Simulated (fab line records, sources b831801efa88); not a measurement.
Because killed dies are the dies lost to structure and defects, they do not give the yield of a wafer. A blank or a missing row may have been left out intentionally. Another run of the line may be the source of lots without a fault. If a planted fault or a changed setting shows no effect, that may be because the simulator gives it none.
Which of the tools did it? ; flow sky130 ; 36 wafers from 12 lots sampled at 5 of the route's 708 steps

WHAT THE GAUGES READ, wafer by wafer
The record holds no reading of a measuring or inspecting step that can be judged against a usual standard deviation.

WHAT TOOL EACH LOT RAN ON (gives the tool, then ch and the chambers of the sampled wafers, and finally the start)
lot;SKY_DNWELL_STRIP_08;SKY_VIA4_ETCH_12;SKY_VIA4_SPUTTER_17;SKY_METAL5_SPUTTER_00;SKY_PAD_OPEN_PROBE_99
L735;plasma_asher-02 ch 0,1, day 3 05:24;rie_diel-02 ch 0,1,3, day 43 02:42;pvd_sputter-02, day 43 03:22;pvd_sputter-01, day 43 04:04;prober-01, day 46 01:23
L736;plasma_asher-02 ch 0,1, day 3 08:49;rie_diel-01 ch 2,3, day 43 03:00;pvd_sputter-04, day 43 03:40;pvd_sputter-02, day 43 04:22;prober-02, day 46 02:50
L737;plasma_asher-01 ch 0,1, day 3 13:43;rie_diel-01 ch 0,1,2, day 43 11:12;pvd_sputter-02, day 43 12:13;pvd_sputter-02, day 43 13:02;prober-01, day 46 08:45
L738;plasma_asher-02 ch 0,1, day 3 17:34;rie_diel-02 ch 0,1,3, day 43 11:30;pvd_sputter-03, day 43 12:16;pvd_sputter-03, day 43 13:20;prober-02, day 46 10:11
L740;plasma_asher-04 ch 0,1, day 4 10:07;rie_diel-03 ch 1,2,3, day 44 03:58;pvd_sputter-04, day 44 04:44;pvd_sputter-02, day 44 05:26;prober-02, day 47 01:14
L741;plasma_asher-01 ch 0,1, day 4 14:52;rie_diel-02 ch 0,2,3, day 44 16:36;pvd_sputter-03, day 44 17:17;pvd_sputter-02, day 44 17:59;prober-02, day 47 11:35
L744;plasma_asher-04 ch 0,1, day 5 04:15;rie_diel-01 ch 0,1,3, day 45 02:21;pvd_sputter-02, day 45 03:03;pvd_sputter-03, day 45 03:44;prober-02, day 47 21:02
L747;plasma_asher-02 ch 0,1, day 5 19:54;rie_diel-02 ch 1,2,3, day 46 11:16;pvd_sputter-03, day 46 11:56;pvd_sputter-01, day 46 12:37;prober-01, day 49 02:46
L749;plasma_asher-01 ch 0,1, day 6 07:25;rie_diel-03 ch 1,3, day 46 05:25;pvd_sputter-02, day 46 06:08;pvd_sputter-01, day 46 08:32;prober-02, day 48 21:14
L754;plasma_asher-01 ch 0,1, day 7 09:34;rie_diel-03 ch 0,2,3, day 47 14:42;pvd_sputter-03, day 47 15:23;pvd_sputter-03, day 47 16:04;prober-02, day 50 01:47
L755;plasma_asher-02 ch 0,1, day 7 15:19;rie_diel-03 ch 1,2,3, day 47 15:45;pvd_sputter-04, day 47 16:25;pvd_sputter-02, day 47 17:06;prober-01, day 50 03:08
L756;plasma_asher-01 ch 0,1, day 8 01:37;rie_diel-01 ch 1,3, day 48 04:24;pvd_sputter-03, day 48 05:05;pvd_sputter-01, day 48 05:53;prober-02, day 50 13:11
- SKY_DNWELL_STRIP_08: strips in O2/N2.
- SKY_VIA4_ETCH_12: etches SiO2 in C4F8/O2/Ar, stops on TiN, target depth 580 nm.
- SKY_VIA4_SPUTTER_17: material TiN, target thk 20 nm, time 80 s.
- SKY_METAL5_SPUTTER_00: material Ti, target thk 15 nm, time 10 s.
- SKY_PAD_OPEN_PROBE_99

AS READ BY THE TOOLS THEMSELVES (means over the sampled wafers that have a number; for cases with no such wafer, the mark the record gives instead)
SKY_DNWELL_STRIP_08. Usual: drypump_motor_current_A 5.21 A, standard deviation 0.27; n2_flow_sccm 300.1 sccm, standard deviation 0.89; oes_product_au 0.723 a.u., standard deviation 0.0048; strip_time_to_endpoint_s 36.90 s, standard deviation 0.086.
lot;tool;drypump_motor_current_A (A);n2_flow_sccm (sccm);oes_product_au (a.u.);strip_time_to_endpoint_s (s);flag
L735;plasma_asher-02;5.41;300.0;0.727;36.94;
L736;plasma_asher-02;5.43;300.6;0.721;36.68;
L737;plasma_asher-01;5.05;300.2;0.724;36.89;
L738;plasma_asher-02;5.19;301.0;0.725;36.82;
L740;plasma_asher-04;5.31;300.0;0.718;36.97;
L741;plasma_asher-01;5.04;300.5;0.724;36.83;
L744;plasma_asher-04;5.22;299.9;0.721;37.06;
L747;plasma_asher-02;5.19;299.4;0.723;36.94;
L749;plasma_asher-01;5.04;300.3;0.716;36.92;
L754;plasma_asher-01;5.06;300.0;0.725;36.83;
L755;plasma_asher-02;5.43;299.9;0.723;36.96;
L756;plasma_asher-01;5.05;300.1;0.721;36.82;

SKY_VIA4_ETCH_12. Usual: bias_w 1200 W, standard deviation 3.5; oes_product_au 0.926 a.u., standard deviation 0.0046; rf_fwd_power_W 1491 W, standard deviation 5.1.
lot;tool;bias_w (W);oes_product_au (a.u.);rf_fwd_power_W (W);flag
L735;rie_diel-02;1201;0.927;1495;
L736;rie_diel-01;1202;0.922;1490;
L737;rie_diel-01;1198;0.923;1496;
L738;rie_diel-02;1202;0.919;1489;
L740;rie_diel-03;1200;0.930;1489;
L741;rie_diel-02;1203;0.925;1495;
L744;rie_diel-01;1199;0.922;1488;
L747;rie_diel-02;1200;0.926;1489;
L749;rie_diel-03;1199;0.926;1487;
L754;rie_diel-03;1200;0.933;1495;
L755;rie_diel-03;1200;0.927;1488;
L756;rie_diel-01;1200;0.923;1490;

SKY_VIA4_SPUTTER_17. Usual: 29.6 % for throttle_valve_pct, sd 0.81.
lot;tool;throttle_valve_pct (%);flag
L735;pvd_sputter-02;28.8;
L736;pvd_sputter-04;30.6;
L737;pvd_sputter-02;29.0;
L738;pvd_sputter-03;30.1;
L740;pvd_sputter-04;29.8;
L741;pvd_sputter-03;30.0;
L744;pvd_sputter-02;29.6;
L747;pvd_sputter-03;29.2;
L749;pvd_sputter-02;28.9;
L754;pvd_sputter-03;29.7;
L755;pvd_sputter-04;29.9;
L756;pvd_sputter-03;29.7;

SKY_METAL5_SPUTTER_00. Usual: 30.1 % for throttle_valve_pct, sd 0.95.
lot;tool;throttle_valve_pct (%);flag
L735;pvd_sputter-01;31.2;
L736;pvd_sputter-02;29.6;
L737;pvd_sputter-02;29.5;
L738;pvd_sputter-03;30.3;
L740;pvd_sputter-02;29.9;
L741;pvd_sputter-02;29.4;
L744;pvd_sputter-03;29.6;
L747;pvd_sputter-01;31.4;
L749;pvd_sputter-01;30.6;
L754;pvd_sputter-03;30.2;
L755;pvd_sputter-02;29.6;
L756;pvd_sputter-01;30.7;

SKY_PAD_OPEN_PROBE_99. Usual: killed_at_M0_to_M3 44, standard deviation 7.3; killed_at_M4_up 3.0, standard deviation 1.9; killed_at_contacts 24, standard deviation 5; killed_at_front_end 16, standard deviation 4.5; killed_at_other 0.3, standard deviation 0.46; killed_dies 87, standard deviation 10; killed_open 47, standard deviation 8.3; killed_short 39, standard deviation 6.4.
lot;tool;killed_at_M0_to_M3;killed_at_M4_up;killed_at_contacts;killed_at_front_end;killed_at_other;killed_dies;killed_open;killed_short;flag
L735;prober-01;50;4.0;27;17;0.0;97;56;41;
L736;prober-02;40;2.3;24;20;0.7;87;47;40;
L737;prober-01;50;4.0;25;19;0.7;98;47;51;
L738;prober-02;37;2.0;28;19;0.3;87;46;41;
L740;prober-02;41;2.7;28;17;0.7;89;53;36;
L741;prober-02;41;2.7;21;11;0.3;75;39;36;
L744;prober-02;31;1.7;20;12;0.3;65;40;25;
L747;prober-01;51;3.0;20;17;0.7;92;44;47;
L749;prober-02;46;4.7;22;15;0.3;88;42;45;
L754;prober-02;39;4.3;20;37;0.0;101;46;35;OFF
L755;prober-01;35;3.3;24;16;0.0;79;41;38;
L756;prober-02;40;5.3;19;31;0.3;96;38;37;OFF

THE ANSWER, worked out from the rows above alone
Rule: a lot is off if the mean of its wafers that have a number lies more than 3 standard deviations from the usual mean. Also off: a lot with no number at a reading for which 4 or more lots have one. Where the step has rows for the other lots, those lots are counted as sound. The gauges are gone through in route order, then the tools' own readings, and for those a lot's mean is taken as printed above. At the first step where some lot is off, the reading lying furthest off is the one used; lots without a number count as furthest.
Off at SKY_PAD_OPEN_PROBE_99 (killed_at_front_end): L754, L756.
A tool fits if, at that step or a process step before it, it ran every lot that is off, and no sound lot after the first of them. Can't be told from this: 3 tools fit, plasma_asher-01 at SKY_DNWELL_STRIP_08, pvd_sputter-03 at SKY_VIA4_SPUTTER_17, prober-02 at SKY_PAD_OPEN_PROBE_99.

WHAT HAD BEEN PUT IN BY THE SIMULATOR
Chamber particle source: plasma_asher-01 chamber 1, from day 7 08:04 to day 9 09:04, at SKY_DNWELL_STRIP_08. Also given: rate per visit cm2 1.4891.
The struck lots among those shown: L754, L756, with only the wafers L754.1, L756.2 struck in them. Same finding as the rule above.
